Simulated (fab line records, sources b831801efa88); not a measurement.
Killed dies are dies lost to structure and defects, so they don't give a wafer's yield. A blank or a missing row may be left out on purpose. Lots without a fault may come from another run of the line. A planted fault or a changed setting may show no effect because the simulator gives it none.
A struck lot beside a sound one | flow gf180mcu | 14 steps out of a route of 602
Sound: wafers L495.3, L495.4, L495.6. Struck: wafers L502.1, L502.3, L502.5. The cause comes at the end.
At each step with rows: each side's tool, then ch and its chambers, then its first start. Under that, the readings that differ: sound wafers | struck wafers | difference of the means | sigmas: that difference in standard deviations of wafers without a fault.
alike: readings whose means differ by less than 2 such deviations, and words and numbers that are the same on both sides. not compared: withheld readings, readings that some wafer has no value for, bounds like >300 that may hide the same value, and numbers for which the record gives no deviation and whose values overlap.
The two part at a step that has a row with sigmas, a row that says differs or no value, or rows on one side only. Numbers that don't overlap but have no deviation are shown without sigmas and don't part them. A reading that every wafer of one side lacks parts them only if that side has two wafers or more.

GF_DUAL_GATE_STRIP_13: strips in O2/N2.
  sound on plasma_asher-02 ch 0,1, day 10 05:32; struck on plasma_asher-04 ch 0,1, day 12 09:52
  alike: drypump_motor_current_A, heater_power_w, oes_product_au, strip_time_to_endpoint_s
  not compared: rf_hours_counter_h
then, 3 steps without rows for these wafers: GF_DUAL_GATE_CLEAN_14 (cleans in SC1/SC2, time 150 s); GF_DUAL_GATE_OXIDATION_15 (stabilise 600 s, purge 300 s, target thk 7.098 nm); GF_POLY_GATE_CVD_00 (deposits poly-Si, target thk 200 nm, time 1200 s).
GF_POLY_GATE_THK_MEAS_01:
  sound on film_metro-02, day 10 08:34; struck on film_metro-03, day 12 12:54
  reading                   | sound             | struck            | difference | sigmas
  POLY_GATE_CVD_00_THK (nm) | 204.8 204.2 202.1 | 197.8 198.9 199.9 | -4.8       | -2
then, 7 steps without rows for these wafers: GF_POLY_GATE_DEHYDRATE_02 (time 60 s); GF_POLY_GATE_HMDS_03 (prime time 60 s); GF_POLY_GATE_COAT_04; GF_POLY_GATE_COAT_05 (resist thk 700 nm); GF_POLY_GATE_SOFTBAKE_06 (time 60 s); GF_POLY_GATE_EXPOSE_07 (exposes mask Poly2, target cd 280 nm); GF_POLY_GATE_PEB_08 (peb time 90 s).
GF_POLY_GATE_DEVELOP_09: develop time 60 s.
  sound on litho_track-02 ch 0, day 11 02:17; struck on litho_track-02, day 13 08:47
  no value came back on the struck wafers for chill_plate_temp_C (C), develop_time_s (s), exhaust_pa (Pa); on the sound wafers chill_plate_temp_C (C) reads 23.08 22.91 22.90
  reading                                    | sound             | struck          | difference | sigmas
  model.KrF_of_POLY_GATE_COAT_05.thk_nm (nm) | 687.4 686.2 685.9 | 694.3 693.5 692 | +6.8       |
GF_POLY_GATE_CD_MEAS_10: target cd 280 nm.
  sound on cd_sem-02, day 11 02:26; struck on cd_sem-01, day 13 08:56
  reading    | sound             | struck | difference                    | sigmas
  cd_nm (nm) | 278.0 276.8 277.5 | - - -  | no value on the struck wafers |

WHERE THEY PART
First at GF_POLY_GATE_THK_MEAS_01; last, within this record, at GF_POLY_GATE_CD_MEAS_10.

WHY: what the simulator had put in
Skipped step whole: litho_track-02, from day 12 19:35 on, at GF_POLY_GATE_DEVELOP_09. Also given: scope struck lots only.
